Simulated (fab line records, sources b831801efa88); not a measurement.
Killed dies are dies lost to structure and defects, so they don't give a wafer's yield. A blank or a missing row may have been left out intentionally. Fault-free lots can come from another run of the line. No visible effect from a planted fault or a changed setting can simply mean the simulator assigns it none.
fab line records    flow sky130
record lots=6  wafers=18  last_day=48
route steps=708 shown METAL4@621
lots that met no fault: taken from a fault-free run of the same line
start_h: hours from the record's opening day to when the first of the lot's shown wafers began    wait_h: hours since the lot's step before    " repeats the value in the row above    L1.1+2: one row covering several wafers at once    - value missing, or start not given    * or withheld: withheld    < > ~ a bound
route shown NAME@n: a module of which the file shows steps, and the number in the route of the first    usual: mean/standard deviation of fault-free wafers    same: alike in all rows    chamber/n: place in a boat    sites: each site's reading    _std_site: how widely they spread, as a standard deviation    _edge_site: mean of outer sites minus mean of inner sites    radius_mm: how far each site lies from the wafer's centre    mask NAME#n: copy n    behind: the tool/chamber that last shaped the wafer    hold: why the lot was held/for how many hours/how that ended    device: the transistor (n, p or np) that didn't switch    end of line: the route-end tests of the same wafers    step lacking rows: just its recipe    killed: the dies lost at the first sort to structure and to defects; this is not the yield of the wafer    map: the dies of a wafer, with x for killed, . for not killed, _ for no die there
set.NAME: the setting as run; set.NAME@STEP: as run at that earlier step    model.NAME: the simulator's own value behind a step, which no gauge read
lots seen at some steps along the route; tables by step, rows by wafer
services: when a tool's chamber went out of use (start_h, in hours from the record's first day, below 0 if earlier), for how many hours, and the reason
## steps
# step SKY_METAL4_DEHYDRATE_05
# recipe temp_c=200  time_s=60
# step SKY_METAL4_HMDS_06
# recipe prime_time_s=60  prime_temp_c=120
# step SKY_METAL4_COAT_07
# recipe resist=BARC  temp_c=withheld  time_s=withheld  spin_rpm=3000  resist_thk_nm=60
# step SKY_METAL4_COAT_08
# recipe resist=KrF-thick  spin_rpm=3000  resist_thk_nm=1140
# step SKY_METAL4_SOFTBAKE_09
# recipe temp_c=100  time_s=90  resist=KrF-thick
# step SKY_METAL4_EXPOSE_10
# recipe mask_id=MM4  na=0.68  source_shape=annular  sigma_inner=0.4  sigma_outer=0.8  target_cd_nm=300  dose_mj=27.44
# step SKY_METAL4_PEB_11
# recipe peb_temp_c=withheld  peb_time_s=withheld  resist=KrF-thick
# step SKY_METAL4_DEVELOP_12
# recipe develop_time_s=60  resist=KrF-thick  dev_temp_c=21
# step SKY_METAL4_CD_MEAS_13
# recipe target_cd_nm=300
# usual cd_nm=299.9/1.3
lot.wafer  tool       chamber  start_h  wait_h  cd_nm
L288.2     cd_sem-02  -        987.71   -       300.8
L288.4     "          -        "        "       300.1
L288.5     "          -        "        "       301.7
L291.2     cd_sem-02  -        1025.21  -       299.9
L291.3     "          -        "        "       300.6
L291.4     "          -        "        "       300.1
L292.2     cd_sem-02  -        1028.28  -       297.3
L292.4     "          -        "        "       298.7
L292.5     "          -        "        "       297.8
L294.4     cd_sem-02  -        1045.10  -       299.4
L294.5     "          -        "        "       299.7
L294.6     "          -        "        "       298.6
L299.2     cd_sem-02  -        1072.03  -       300.6
L299.3     "          -        "        "       299.0
L299.5     "          -        "        "       301.1
L301.1     cd_sem-02  -        1079.04  -       300.2
L301.3     "          -        "        "       300.9
L301.5     "          -        "        "       301.8
# step SKY_METAL4_OVL_MEAS_14
# usual METAL4_OVL=-1/5.8
lot.wafer  tool        chamber  start_h  wait_h  METAL4_OVL[nm]
L288.2     overlay-01  -        987.82   0.1     -2
L288.4     "           -        "        "       -7
L288.5     "           -        "        "       0
L291.2     overlay-02  -        1025.32  0.1     -4
L291.3     "           -        "        "       -15
L291.4     "           -        "        "       -4
L292.2     overlay-01  -        1028.38  0.1     2
L292.4     "           -        "        "       3
L292.5     "           -        "        "       -1
L294.4     overlay-01  -        1045.18  0.1     -6
L294.5     "           -        "        "       4
L294.6     "           -        "        "       4
L299.2     overlay-02  -        1072.13  0.1     22
L299.3     "           -        "        "       4
L299.5     "           -        "        "       5
L301.1     overlay-01  -        1079.16  0.1     7
L301.3     "           -        "        "       3
L301.5     "           -        "        "       9
# step SKY_METAL4_DESCUM_15
# recipe chemistry=O2  source_power_w=150  bias_power_w=0  pressure_mtorr=10  temp_c=40  time_s=8
# usual chamber_pressure_mTorr=10.000/0.008  drypump_motor_current_A=5.6/0.41  oes_product_au=0.995/0.0094  temp_c=40.00/0.12
lot.wafer  tool          chamber  start_h  wait_h  chamber_pressure_mTorr  drypump_motor_current_A  oes_product_au  rf_hours_counter_h  temp_c
L288.2     rie_metal-02  0        987.85   0.0     10.001                  5.8                      0.987           18                  40.04
L288.4     "             0        "        "       10.005                  5.8                      0.991           -                   40.13
L288.5     "             0        "        "       9.993                   5.8                      0.984           -                   40.04
L291.2     rie_metal-01  1        1025.36  0.0     9.991                   4.7                      1.006           -                   40.19
L291.3     "             1        "        "       9.998                   4.7                      0.983           -                   40.08
L291.4     "             1        "        "       9.990                   4.7                      1.007           -                   40.15
L292.2     rie_metal-01  1        1028.42  0.0     9.998                   4.7                      1.007           -                   39.97
L292.4     "             1        "        "       9.999                   4.7                      1.020           -                   39.91
L292.5     "             1        "        "       10.003                  4.7                      0.997           -                   39.92
L294.4     rie_metal-04  1        1045.23  0.0     10.026                  5.8                      1.003           -                   39.80
L294.5     "             1        "        "       9.998                   5.8                      1.005           -                   39.83
L294.6     "             1        "        "       10.010                  5.8                      0.992           -                   39.73
L299.2     rie_metal-04  0        1072.16  0.0     9.989                   5.2                      0.992           1                   40.27
L299.3     "             1        "        "       9.994                   5.8                      1.004           -                   40.15
L299.5     "             0        "        "       9.997                   5.2                      0.987           -                   40.09
L301.1     rie_metal-02  0        1079.20  0.0     9.986                   5.8                      0.983           25                  39.92
L301.3     "             0        "        "       9.992                   5.8                      0.978           -                   39.92
L301.5     "             0        "        "       9.997                   5.8                      0.977           -                   39.86
# step SKY_METAL4_ETCH_16
# recipe chemistry=N2/H2  target=BARC  ion_energy_ev=200  bias_w=100  pressure_mtorr=30  n2_flow_sccm=100  h2_flow_sccm=200  icp_w=500  stop_on=SiO2  time_s=88.2  target_depth_a=600
# usual bias_w=99.9/0.3  chamber_pressure_mTorr=30.002/0.029  drypump_motor_current_A=5.6/0.42  oes_product_au=0.626/0.0042  throttle_valve_pct=13.204/0.0081
lot.wafer  tool          chamber  start_h  wait_h  bias_w  chamber_pressure_mTorr  drypump_motor_current_A  oes_product_au  rf_hours_counter_h  throttle_valve_pct
L288.2     rie_metal-02  0        987.88   0.0     100.3   29.995                  5.8                      0.618           18                  13.207
L288.4     "             0        "        "       99.6    30.033                  5.8                      0.623           -                   13.208
L288.5     "             0        "        "       99.5    29.969                  5.8                      0.627           -                   13.202
L291.2     rie_metal-01  1        1025.44  0.1     99.4    30.039                  4.7                      0.627           -                   13.215
L291.3     "             1        "        "       99.7    30.012                  4.7                      0.628           -                   13.210
L291.4     "             1        "        "       99.5    29.967                  4.7                      0.626           -                   13.198
L292.2     rie_metal-01  1        1028.51  0.1     100.3   30.036                  4.7                      0.626           -                   13.200
L292.4     "             1        "        "       100.1   29.963                  4.7                      0.620           -                   13.220
L292.5     "             1        "        "       100.2   29.975                  4.7                      0.635           -                   13.198
L294.4     rie_metal-04  1        1045.36  0.1     99.6    30.039                  5.8                      0.632           -                   13.198
L294.5     "             1        "        "       99.5    30.032                  5.8                      0.620           -                   13.203
L294.6     "             1        "        "       99.6    30.038                  5.8                      0.632           -                   13.201
L299.2     rie_metal-04  0        1072.20  0.0     99.3    29.994                  5.2                      0.623           1                   13.214
L299.3     "             1        "        "       100.1   29.998                  5.8                      0.622           -                   13.194
L299.5     "             0        "        "       99.7    30.021                  5.2                      0.624           -                   13.215
L301.1     rie_metal-02  0        1079.23  0.0     100.0   30.030                  5.8                      0.625           25                  13.208
L301.3     "             0        "        "       100.0   30.041                  5.8                      0.623           -                   13.199
L301.5     "             0        "        "       99.6    30.033                  5.8                      0.629           -                   13.198
# step SKY_METAL4_ETCH_17
# recipe target=SiO2  stop_on=TiN  chemistry=C4F8/O2/Ar  source_w=1500  bias_w=1200  pressure_mtorr=40  c4f8_flow_sccm=withheld  O2_flow_sccm=6  Ar_flow_sccm=300  time_s=3.9  target_depth_a=150
# usual bias_w=1200/3.5  chamber_pressure_mTorr=39.99/0.036  oes_product_au=0.756/0.007
lot.wafer  tool         chamber  start_h  wait_h  bias_w  chamber_pressure_mTorr  oes_product_au
L288.2     rie_diel-02  3        987.98   0.1     1197    40.03                   0.755
L288.4     "            0        "        "       1200    40.05                   0.771
L288.5     "            0        "        "       1201    40.02                   0.765
L291.2     rie_diel-03  0        1025.61  0.1     -       -                       -
L291.3     "            1        "        "       -       -                       -
L291.4     "            3        "        "       -       -                       -
L292.2     rie_diel-04  2        1028.67  0.1     -       -                       -
L292.4     "            3        "        "       -       -                       -
L292.5     "            1        "        "       -       -                       -
L294.4     rie_diel-03  0        1045.47  0.1     1200    39.92                   0.754
L294.5     "            3        "        "       1195    39.99                   0.750
L294.6     "            2        "        "       1197    40.03                   0.756
L299.2     rie_diel-04  2        1072.29  0.1     1201    40.00                   0.744
L299.3     "            3        "        "       1200    40.03                   0.747
L299.5     "            0        "        "       1202    40.03                   0.757
L301.1     rie_diel-03  1        1079.33  0.1     1196    39.99                   0.755
L301.3     "            0        "        "       1204    40.04                   0.761
L301.5     "            2        "        "       1200    40.04                   0.763
# step SKY_METAL4_METAL_ETCH_18
# recipe target_depth_a=8450  stop_on=SiO2  over_etch_frac=0.3  time_s=183.1  chemistry=Cl2/BCl3  resist_sidewall_deg=88  pressure_mtorr=10  icp_w=900  bias_w=48.5  Cl2_flow_sccm=60  bcl3_flow_sccm=30
# usual bcl3_flow_sccm=30.02/0.096  bias_w=48.48/0.15  chamber_pressure_mTorr=10.000/0.0093  drypump_motor_current_A=5.4/0.55  oes_product_au=0.864/0.0063  throttle_valve_pct=22.263/0.0091
lot.wafer  tool          chamber  start_h  wait_h  bcl3_flow_sccm  bias_w  chamber_pressure_mTorr  drypump_motor_current_A  oes_product_au  rf_hours_counter_h  throttle_valve_pct
L288.2     rie_metal-01  1        987.99   0.0     29.88           48.31   10.003                  4.7                      0.869           16                  22.284
L288.4     "             0        "        "       30.14           48.43   10.013                  5.9                      0.867           -                   22.268
L288.5     "             1        "        "       29.83           48.30   9.997                   4.7                      0.861           -                   22.277
L291.2     rie_metal-02  1        1025.62  0.0     30.18           48.58   9.993                   5.9                      0.853           13                  22.264
L291.3     "             1        "        "       30.10           48.69   10.019                  5.9                      0.859           -                   22.263
L291.4     "             0        "        "       30.01           48.37   9.974                   5.8                      0.856           -                   22.265
L292.2     rie_metal-02  1        1028.69  0.0     29.98           48.51   10.004                  6.0                      0.870           13                  22.269
L292.4     "             1        "        "       30.21           48.17   9.997                   5.9                      0.863           -                   22.263
L292.5     "             1        "        "       30.03           48.06   9.996                   5.9                      0.867           -                   22.265
L294.4     rie_metal-01  1        1045.53  0.1     30.09           48.64   9.992                   4.7                      0.861           -                   22.271
L294.5     "             1        "        "       30.10           48.61   10.010                  4.7                      0.860           -                   22.281
L294.6     "             0        "        "       30.08           48.65   9.993                   5.8                      0.854           -                   22.257
L299.2     rie_metal-02  1        1072.31  0.0     30.12           48.72   9.996                   6.0                      0.873           16                  22.260
L299.3     "             1        "        "       30.24           48.30   9.985                   5.9                      0.865           -                   22.262
L299.5     "             1        "        "       30.03           48.39   9.997                   5.9                      0.862           -                   22.260
L301.1     rie_metal-01  0        1079.35  0.0     30.03           48.48   10.001                  5.9                      0.851           19                  22.265
L301.3     "             0        "        "       29.91           48.54   10.016                  5.9                      0.864           -                   22.255
L301.5     "             1        "        "       29.90           48.40   9.999                   4.7                      0.863           -                   22.254
## services
tool          chamber  start_h  hours  kind
rie_diel-04   2        975.21   1.2    repair
rie_diel-03   -        981.89   2.8    pm
rie_metal-02  1        1000.36  3.1    repair
rie_diel-02   1        1013.52  52.5   repair
rie_metal-01  0        1023.95  11.3   repair
rie_metal-04  -        1024.06  14.6   pm
rie_diel-04   1        1035.55  3.0    repair
rie_metal-04  0        1038.66  -      clean
rie_metal-04  0        1038.66  25.0   scheduled_down
rie_metal-04  0        1038.66  25.0   vent_cycle
rie_diel-03   1        1045.26  5.7    repair
rie_diel-02   0        1066.01  -      clean
rie_diel-02   0        1066.01  24.4   scheduled_down
rie_diel-02   0        1066.01  24.4   vent_cycle
rie_diel-02   1        1072.77  1.5    repair
## key
first_sign step=SKY_METAL4_ETCH_17  reading=tool_record  direction=missing
effect none on later readings
met_at SKY_METAL4_ETCH_17
struck_wafers L291.2,L291.3,L291.4,L292.2,L292.4,L292.5
later_rows_left_out L291.2,L291.3,L291.4,L292.2,L292.4,L292.5
sort_left_out L291.2,L291.3,L291.4,L292.2,L292.4,L292.5
fault kind=skipped_step_whole  tool=rie_diel-03,rie_diel-04  chamber=-  onset_h=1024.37  steps=SKY_METAL4_ETCH_17  scope=struck_lots_only
# sort_left_out: the simulated sort isn't trusted on such a fault, so these wafers' sort isn't shown, and their yield isn't known
# later_rows_left_out: the simulator's readings of these wafers behind a module that went badly wrong aren't trusted and aren't shown, but for the sort
